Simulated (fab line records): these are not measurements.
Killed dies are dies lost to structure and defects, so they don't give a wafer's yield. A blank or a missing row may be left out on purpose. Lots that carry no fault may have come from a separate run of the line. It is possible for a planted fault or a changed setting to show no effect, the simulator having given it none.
Which tool did it? | flow sky130 | 36 wafers from 12 lots sampled at 2 of the route's 708 steps

WHAT THE GAUGES SHOWED, per wafer
SKY_NWELL_OVL_MEAS_23.
lot  | measured     | on         | NWELL_01_OVL (nm)
L656 | day 5 08:15  | overlay-01 | 0.7 1.2 0.3
L658 | day 6 02:04  | overlay-01 | 0.6 -0.9 1.6
L659 | day 6 07:56  | overlay-01 | 3.5 2.0 1.7
L660 | day 6 11:33  | overlay-01 | -1.2 -2.9 -1.8
L662 | day 6 22:03  | overlay-01 | -1.5 -1.8 -3.8
L664 | day 7 10:55  | overlay-02 | 0.5 2.3 0.6
L667 | day 8 08:05  | overlay-01 | -0.6 0.8 0.6
L672 | day 9 09:27  | overlay-02 | -0.2 -1.4 -0.9
L673 | day 9 18:50  | overlay-02 | -0.5 -3.7 -0.9
L675 | day 10 03:58 | overlay-01 | -3.0 -4.4 -4.2
L676 | day 10 12:08 | overlay-02 | 1.5 0.7 1.1
L678 | day 10 21:53 | overlay-02 | -0.8 -1.4 -1.0

SKY_SONOS_TUNNEL_OVL_MEAS_08.
lot  | measured     | on         | SONOS_TUNNEL_OVL (nm)
L656 | day 11 15:23 | overlay-01 | 0.0 -1.4 -1.6
L658 | day 12 12:55 | overlay-02 | -0.5 -0.4 0.3
L659 | day 12 19:44 | overlay-02 | 1.0 -0.5 1.5
L660 | day 12 23:14 | overlay-02 | -1.8 -0.7 -2.0
L662 | day 13 14:01 | overlay-02 | 1.9 2.6 1.5
L664 | day 14 06:32 | overlay-02 | 2.5 2.2 2.4
L667 | day 15 09:35 | overlay-01 | -2.6 -3.3 -2.3
L672 | day 16 17:31 | overlay-02 | 0.2 -0.3 -0.8
L673 | day 17 05:46 | overlay-02 | 1.8 1.2 -0.4
L675 | day 17 15:59 | overlay-01 | 0.4 -2.4 0.2
L676 | day 18 02:32 | overlay-02 | 1.5 1.9 1.1
L678 | day 18 15:25 | overlay-02 | 0.2 1.4 -0.1

WHAT TOOL EACH LOT RAN ON (gives the tool, then ch and the chambers of the sampled wafers, and finally the start)
Record: no process step prior to these readings.

AS READ BY THE TOOLS THEMSELVES (means over the sampled wafers that have a number; for cases with no such wafer, the mark the record gives instead)
The record holds no such reading with a usual standard deviation.

THE ANSWER, worked out from the rows above alone
Rule: usual is defined by the lots themselves. The widest of any qualifying gaps counts: lots, ordered by their means at a reading, are off when they make up no more than a third of the lots, leave a main group of 4 or more, and stand apart from it by 3 or more times the standard deviation of that group's means. Not used: any main group whose means are identical at the precision the tables above print for the reading. Also off: a lot with no number at a reading for which 4 or more lots have one. All remaining lots with rows at the step are treated as sound. Order of review: gauges by route order, followed by the tools' own readings, for which a lot's mean as printed above is used. The first step at which some lot is off is used, and at that step the reading that is off furthest; a lot without a number counts as furthest.
No lot is off at any reading shown: from this, nothing can be told.

WHAT WAS PUT IN BY THE SIMULATOR
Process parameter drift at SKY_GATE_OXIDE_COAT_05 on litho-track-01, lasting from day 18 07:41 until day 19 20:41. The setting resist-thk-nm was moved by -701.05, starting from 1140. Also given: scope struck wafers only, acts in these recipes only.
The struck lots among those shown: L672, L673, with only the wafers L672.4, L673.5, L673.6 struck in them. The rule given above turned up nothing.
